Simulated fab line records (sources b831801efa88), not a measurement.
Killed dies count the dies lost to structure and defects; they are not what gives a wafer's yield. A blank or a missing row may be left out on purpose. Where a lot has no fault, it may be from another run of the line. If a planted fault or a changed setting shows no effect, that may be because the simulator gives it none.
Which tool is to blame? -- flow gf180mcu -- 6 lots, 18 wafers sampled, at 2 steps of a route of 602

== WHAT THE GAUGES READ, wafer by wafer ==
GF_V2_THK_MEAS_03.
lot,measured,on,V2_CVD_02_THK (nm)
L924,day 19 07:31,film_metro-03,847 866 866
L927,day 20 01:52,film_metro-01,849 823 844
L929,day 20 16:32,film_metro-04,865 858 867
L938,day 24 12:25,film_metro-03,857 847 868
L943,day 26 02:35,film_metro-01,850 840 843
L945,day 26 21:59,film_metro-04,838 847 855

== WHAT TOOL EACH LOT RAN ON (gives the tool, then ch and the chambers of the sampled wafers, and finally the start) ==
lot,GF_M2_SPUTTER_04
L924,"pvd_sputter-02, day 18 06:16"
L927,"pvd_sputter-01, day 18 23:59"
L929,"pvd_sputter-03, day 19 15:35"
L938,"pvd_sputter-03, day 23 12:49"
L943,"pvd_sputter-02, day 25 04:52"
L945,"pvd_sputter-03, day 26 00:20"
- GF_M2_SPUTTER_04: material TiN, target thk 50 nm, time 41.7 s.

== THE ANSWER, worked out from the rows above alone ==
Rule: what is usual is taken from the lots themselves. Put in order of their means at a reading, lots are off if they are a third of the lots or fewer, leave a main group of 4 or more, and stand apart from it by a gap of 3 or more times the standard deviation of the main group's means; of several such gaps the widest counts. Not used: any main group whose means are identical at the precision the tables above print for the reading. Also off: a lot with no number at a reading for which 4 or more lots have one. Any other lot the step has rows for is counted as sound.
Nothing can be told from this: no lot is off at any reading shown.

== WHAT HAD BEEN PUT IN BY THE SIMULATOR ==
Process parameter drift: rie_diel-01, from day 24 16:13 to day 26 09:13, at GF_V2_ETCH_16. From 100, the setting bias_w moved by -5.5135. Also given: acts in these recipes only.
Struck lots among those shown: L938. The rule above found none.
